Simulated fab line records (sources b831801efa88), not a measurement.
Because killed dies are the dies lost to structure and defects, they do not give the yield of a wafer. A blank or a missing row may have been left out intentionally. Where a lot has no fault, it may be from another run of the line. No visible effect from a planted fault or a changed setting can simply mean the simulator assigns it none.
Struck lot and sound lot, side by side -- flow gf180mcu -- 23 steps out of a route of 602
Sound: the wafers L611.2, L611.4, L611.5. Wafers struck: L622.1, L622.2, L622.4. The cause comes at the end.
Per side, at each step with rows, come the tool, then ch with its chambers, and then its first start. Under that, the readings that differ: sound wafers -- struck wafers -- difference of the means -- sigmas: that difference in standard deviations of wafers without a fault.
alike: readings with means less than 2 such deviations apart, plus words and numbers identical on both sides. not compared: withheld readings, readings lacking a value on some wafer, bounds such as >300 that could conceal the same value, and numbers that have no deviation in the record and whose values overlap.
A row with sigmas, a row that says differs or no value, or rows on one side alone: a step with any of these is where the two part. Numbers that don't overlap but have no deviation are shown without sigmas and don't part them. A reading that every wafer of one side lacks parts them only if that side has two wafers or more.

first, 5 steps without rows for these wafers: GF_LVPWELL_COAT_02 (resist thk 3000 nm); GF_LVPWELL_SOFTBAKE_03; GF_LVPWELL_EXPOSE_04 (exposes mask LVPWELL, target cd 600 nm); GF_LVPWELL_PEB_05; GF_LVPWELL_DEVELOP_06 (develop time 60 s).
GF_LVPWELL_OVL_MEAS_07:
  struck on overlay-02, day 8 03:27; sound on overlay-02, day 5 13:53
reading,sound,struck,difference,sigmas
LVPWELL_OVL (nm),3.5 1.9 3.0,0.1 -0.1 -0.3,-2.9,-3
then, 2 steps without rows for these wafers: GF_LVPWELL_IMPLANT_08; GF_LVPWELL_IMPLANT_09.
GF_LVPWELL_STRIP_10: strips in O2/N2.
  sound on plasma_asher-01 ch 0,1, day 5 14:13; struck on plasma_asher-02 ch 0,1, day 8 03:47
  alike: drypump_motor_current_A, heater_power_w, oes_product_au, strip_time_to_endpoint_s
  not compared: rf_hours_counter_h
GF_LVPWELL_TW_MEAS_11:
  struck on film_metro-04, day 8 03:53; sound on film_metro-02, day 5 14:19
  alike: LVPWELL_TW
then, 2 steps without rows for these wafers: GF_MVSD_DEHYDRATE_00 (time 60 s); GF_MVSD_HMDS_01 (prime time 60 s).
GF_MVSD_COAT_02: resist thk 3000 nm.
  sound on litho_track-02 ch 0, day 5 21:20; struck on litho_track-01 ch 0, day 8 11:35
reading,sound,struck,difference,sigmas
model.coat_of_MVSD_COAT_02.thk_nm (nm),3005 2994 2998,1351 1347 1348,-1650,
then, 3 steps without rows for these wafers: GF_MVSD_SOFTBAKE_03; GF_MVSD_EXPOSE_04 (exposes mask MVSD, target cd 1000 nm); GF_MVSD_PEB_05.
GF_MVSD_DEVELOP_06: develop time 60 s.
  sound on litho_track-02 ch 0; struck on litho_track-02 ch 0
reading,sound,struck,difference,sigmas
model.coat_of_MVSD_COAT_02.thk_nm (nm),3004 2993 2996,1350 1346 1346,-1650,
GF_MVSD_OVL_MEAS_07:
  struck on overlay-01, day 8 20:01; sound on overlay-01, day 6 04:38
  alike: MVSD_OVL
then, 2 steps without rows for these wafers: GF_MVSD_IMPLANT_08; GF_MVSD_IMPLANT_09.
GF_MVSD_STRIP_10: strips in O2/N2.
  sound on plasma_asher-01 ch 0,1, day 6 04:58; struck on plasma_asher-03 ch 0,1, day 8 20:21
reading,sound,struck,difference,sigmas
heater_power_w (W),369 384 386,358 312 315,-51,-2
strip_time_to_endpoint_s (s),37.03 36.88 36.92,17.68 17.64 17.66,-19.28,-99 or more
  alike: drypump_motor_current_A, oes_product_au
  not compared: rf_hours_counter_h
GF_MVSD_TW_MEAS_11:
  struck on film_metro-04, day 8 20:27; sound on film_metro-02, day 6 05:04
  alike: MVSD_TW
-- the record jumps here: 25 days lie between the struck wafers' starts before and after (it left off in module MVSD and takes up again in module PASSIVATION, whose first step shown is number 602 of the route) --
GF_PASSIVATION_PROBE_99:
  struck on prober-02, day 33 22:01; sound on prober-02, day 31 03:14
reading,sound,struck,difference,sigmas
hold,- - -,await_dispo/0.8h/release await_dispo/0.8h/release await_dispo/0.8h/release,no value on the sound wafers,
model.etest.ldnmos_10p0.r_on_ohm_um,3686 3725 3703,3658 3646 3608,-67,
model.etest.ldnmos_10p0.drive_ua_um,536.9 540.4 539.6,543 548.5 546.6,+7,

== WHERE THEY PART ==
Earliest at GF_LVPWELL_OVL_MEAS_07; latest, in this record, at GF_PASSIVATION_PROBE_99.

WHY: the cause the simulator had injected
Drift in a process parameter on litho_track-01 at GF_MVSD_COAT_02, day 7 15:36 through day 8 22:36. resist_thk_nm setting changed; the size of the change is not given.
